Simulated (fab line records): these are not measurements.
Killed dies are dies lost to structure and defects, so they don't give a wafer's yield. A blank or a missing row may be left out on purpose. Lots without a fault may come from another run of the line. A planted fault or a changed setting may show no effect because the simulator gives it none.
Which tool is to blame? :: flow sfq line :: 41 wafers sampled from 14 lots at 1 step of a route of 325

== WHAT EACH GAUGE READ, for each wafer ==
SFQ_L0_RS_MEAS_901: a four-point-probe measurement.
lot: L417
measured: day 1 12:37
on: film metro-04
L0_MONX_KI_RS (ohm/sq): 42.7 42.4 42.9

lot: L418
measured: day 1 17:36
on: film metro-01
L0_MONX_KI_RS (ohm/sq): 44.0 43.9 43.8

lot: L419
measured: day 1 22:36
on: film metro-01
L0_MONX_KI_RS (ohm/sq): 43.8 43.8 44.4

lot: L422
measured: day 2 13:35
on: film metro-03
L0_MONX_KI_RS (ohm/sq): 43.7 43.9 44.5

lot: L423
measured: day 2 18:34
on: film metro-01
L0_MONX_KI_RS (ohm/sq): 43.7 44.1 43.8

lot: L424
measured: day 2 23:36
on: film metro-03
L0_MONX_KI_RS (ohm/sq): 44.5 44.2

lot: L425
measured: day 3 04:35
on: film metro-01
L0_MONX_KI_RS (ohm/sq): 44.1 44.0 43.8

lot: L426
measured: day 3 09:34
on: film metro-03
L0_MONX_KI_RS (ohm/sq): 43.7 42.5 42.5

lot: L427
measured: day 3 14:34
on: film metro-01
L0_MONX_KI_RS (ohm/sq): 42.5 42.7 42.5

lot: L428
measured: day 3 19:34
on: film metro-01
L0_MONX_KI_RS (ohm/sq): 43.0 42.8 42.3

lot: L433
measured: day 4 20:37
on: film metro-03
L0_MONX_KI_RS (ohm/sq): 44.2 44.2 43.9

lot: L434
measured: day 5 01:34
on: film metro-01
L0_MONX_KI_RS (ohm/sq): 43.3 43.7 43.6

lot: L435
measured: day 5 06:34
on: film metro-03
L0_MONX_KI_RS (ohm/sq): 43.6 43.5 43.8

lot: L436
measured: day 5 11:35
on: film metro-03
L0_MONX_KI_RS (ohm/sq): 43.3 42.8 43.3

== TOOL THAT RAN EACH LOT (tool first, then ch and the chambers of the sampled wafers, then the start) ==
The record shows no process step preceding these readings.

== AS READ BY THE TOOLS THEMSELVES (means over the sampled wafers that have a number; for cases with no such wafer, the mark the record gives instead) ==
The record holds no such reading with a usual standard deviation.

== THE ANSWER, worked out from the rows above alone ==
Rule: the usual values come from the lots themselves. The widest of any qualifying gaps counts: lots, ordered by their means at a reading, are off when they make up no more than a third of the lots, leave a main group of 4 or more, and stand apart from it by 3 or more times the standard deviation of that group's means. Not used: any main group whose means are identical at the precision the tables above print for the reading. Also off: a lot with no number at a reading for which 4 or more lots have one. The other lots that the step has rows for count as sound. First the gauges in route order, then the tools' own readings, where a lot's mean is used as printed above. At the first step where some lot is off, the reading lying furthest off is the one used; lots without a number count as furthest.
None of the lots is off at any reading shown; this tells nothing.

== WHAT THE SIMULATOR PUT IN ==
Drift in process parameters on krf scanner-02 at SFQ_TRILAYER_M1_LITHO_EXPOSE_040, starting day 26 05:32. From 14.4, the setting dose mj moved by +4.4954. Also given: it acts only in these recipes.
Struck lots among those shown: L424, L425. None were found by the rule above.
